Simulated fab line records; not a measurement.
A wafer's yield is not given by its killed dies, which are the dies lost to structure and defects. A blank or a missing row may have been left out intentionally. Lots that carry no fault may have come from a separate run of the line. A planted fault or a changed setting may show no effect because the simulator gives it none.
Which of the tools did it? -- flow gf180mcu -- 13 lots, 38 wafers sampled, at 6 steps of a route of 602

== WHAT EACH GAUGE READ, for each wafer ==
GF_V1_RS_MEAS_24: uses a four-point probe to measure.
lot,measured,on,V1_W_RS (ohm/sq)
L478,day 18 08:56,film_metro-03,0.322 0.319 0.323
L479,day 18 14:52,film_metro-03,0.323 0.324 0.323
L480,day 19 02:55,film_metro-03,0.329 0.330 0.326
L481,day 19 08:05,film_metro-01,0.323 0.324 0.319
L482,day 19 22:20,film_metro-02,0.322 0.322 0.326
L483,day 20 09:22,film_metro-03,0.322 0.320 0.321
L484,day 20 13:52,film_metro-03,0.326 0.324 0.329
L489,day 22 15:44,film_metro-03,0.320 0.330
L494,day 24 14:35,film_metro-01,0.316 0.323 0.322
L498,day 25 14:08,film_metro-02,0.323 0.328 0.325
L499,day 25 18:17,film_metro-03,0.324 0.319 0.325
L500,day 26 01:20,film_metro-03,0.320 0.323 0.319
L501,day 26 13:08,film_metro-02,0.321 0.316 0.321

GF_V2_THK_MEAS_03.
lot,measured,on,V2_CVD_02_THK (nm)
L478,day 19 11:06,film_metro-04,834 844 854
L479,day 19 16:54,film_metro-04,851 845 837
L480,day 20 05:32,film_metro-04,837 853 851
L481,day 20 10:10,film_metro-04,856 854 854
L482,day 21 00:18,film_metro-04,841 837 850
L483,day 21 11:00,film_metro-02,833 851 840
L484,day 21 15:58,film_metro-02,840 859 866
L489,day 23 16:28,film_metro-01,851 863
L494,day 25 13:59,film_metro-01,847 850 853
L498,day 26 13:38,film_metro-04,849 852 856
L499,day 26 17:59,film_metro-01,830 851 833
L500,day 26 23:32,film_metro-01,848 861 872
L501,day 27 11:47,film_metro-02,861 842 845

GF_V3_CD_MEAS_14: target cd 260 nm.
lot,measured,on,cd_nm (nm)
L478,day 22 15:19,cd_sem-01,262.1 260.5 259.7
L479,day 22 19:07,cd_sem-02,260.4 261.6 261.4
L480,day 23 07:56,cd_sem-02,260.9 259.4 258.5
L481,day 23 11:55,cd_sem-01,261.3 260.3 262.3
L482,day 24 01:41,cd_sem-01,260.6 260.4 260.5
L483,day 24 12:49,cd_sem-01,258.2 257.9 257.6
L484,day 24 16:26,cd_sem-01,259.6 259.5 260.5
L489,day 26 12:42,cd_sem-02,259.3 260.1
L494,day 28 07:34,cd_sem-02,259.8 259.9 258.8
L498,day 29 05:19,cd_sem-02,260.1 259.3 260.5
L499,day 29 09:24,cd_sem-01,260.0 259.8 261.2
L500,day 29 14:24,cd_sem-02,261.0 261.5 261.8
L501,day 30 01:28,cd_sem-01,258.0 257.2 257.3

GF_M5_CD_MEAS_07: target cd 280 nm.
lot,measured,on,cd_nm (nm)
L478,day 26 13:49,cd_sem-01,280.0 280.2 279.5
L479,day 26 17:55,cd_sem-02,279.1 280.2 279.8
L480,day 27 04:38,cd_sem-01,277.8 278.6 276.8
L481,day 27 08:25,cd_sem-02,280.4 280.1 280.4
L482,day 27 20:04,cd_sem-01,281.5 282.0 281.9
L483,day 28 05:10,cd_sem-01,279.8 279.4 279.9
L484,day 28 08:20,cd_sem-01,282.7 280.4 281.5
L489,day 30 04:29,cd_sem-01,278.7 279.5 278.6 279.3
L494,day 31 15:05,cd_sem-02,281.2 280.8 279.5
L498,day 32 08:51,cd_sem-02,278.2 278.4 278.4
L499,day 32 14:51,cd_sem-02,278.9 279.8 278.9
L500,day 32 22:58,cd_sem-01,280.0 279.8 279.8
L501,day 33 04:09,cd_sem-02,282.5 280.9 281.8

GF_M5_OVL_MEAS_08.
lot,measured,on,M5_OVL (nm)
L478,day 26 13:56,overlay-02,-2 0 0
L479,day 26 18:02,overlay-01,1 -8 -7
L480,day 27 04:44,overlay-01,-3 2 0
L481,day 27 08:32,overlay-02,1 -7 -7
L482,day 27 20:10,overlay-02,6 8 6
L483,day 28 05:15,overlay-02,-4 -2 3
L484,day 28 08:26,overlay-01,-4 2 6
L489,day 30 08:25,overlay-02,-1 4
L494,day 31 15:11,overlay-02,2 1 1
L498,day 32 08:58,overlay-01,-3 -1 -4
L499,day 32 14:58,overlay-02,3 8 4
L500,day 32 23:05,overlay-01,2 0 6
L501,day 33 04:16,overlay-02,-5 1 -7

== EACH LOT AND THE TOOL THAT RAN IT (in order: tool; ch and the chambers of the sampled wafers; start) ==
lot,GF_HV_LDD_COAT_41
L478,"litho_track-02 ch 0, day 12 02:01"
L479,"litho_track-03 ch 0, day 12 07:29"
L480,"litho_track-03 ch 0, day 12 16:40"
L481,"litho_track-01 ch 0, day 12 22:15"
L482,"litho_track-03 ch 0, day 13 09:31"
L483,"litho_track-03 ch 0, day 13 17:29"
L484,"litho_track-03 ch 0, day 13 23:22"
L489,"litho_track-02 ch 0, day 15 19:19"
L494,"litho_track-03 ch 0, day 17 18:41"
L498,"litho_track-03 ch 0, day 18 15:05"
L499,"litho_track-03 ch 0, day 19 02:14"
L500,"litho_track-01 ch 0, day 19 09:51"
L501,"litho_track-01 ch 0, day 19 22:12"
- GF_HV_LDD_COAT_41: resist thk 1000 nm.

== WHAT THE TOOLS THEMSELVES READ (means of the sampled wafers that have a number; where no wafer has one, the mark that the record gives instead) ==
GF_HV_LDD_COAT_41.
lot,tool,resist_line_temp_C (C),spin_speed_rpm (rpm)
L478,litho_track-02,22.92,3000.3
L479,litho_track-03,22.98,2998.7
L480,litho_track-03,22.82,3000.1
L481,litho_track-01,23.11,3002.4
L482,litho_track-03,22.94,2999.3
L483,litho_track-03,23.10,3001.4
L484,litho_track-03,23.16,3001.6
L489,litho_track-02,23.05,2999.1
L494,litho_track-03,22.99,2999.5
L498,litho_track-03,23.08,2999.6
L499,litho_track-03,22.97,2999.6
L500,litho_track-01,22.90,2998.4
L501,litho_track-01,22.89,3001.0

== THE ANSWER, worked out from the rows above alone ==
Rule: the lots themselves supply what counts as usual. The widest of any qualifying gaps counts: lots, ordered by their means at a reading, are off when they make up no more than a third of the lots, leave a main group of 4 or more, and stand apart from it by 3 or more times the standard deviation of that group's means. If all means in a main group match to the digits the tables above print for the reading, that group is not used. Also off: a lot with no number at a reading for which 4 or more lots have one. Any other lot the step has rows for is counted as sound. The gauges are gone through in route order, then the tools' own readings, and for those a lot's mean is taken as printed above. The first step at which some lot is off is used, and at that step the reading that is off furthest; a lot without a number counts as furthest.
None of the lots is off at any reading shown; this tells nothing.

== WHAT THE SIMULATOR HAD INSERTED ==
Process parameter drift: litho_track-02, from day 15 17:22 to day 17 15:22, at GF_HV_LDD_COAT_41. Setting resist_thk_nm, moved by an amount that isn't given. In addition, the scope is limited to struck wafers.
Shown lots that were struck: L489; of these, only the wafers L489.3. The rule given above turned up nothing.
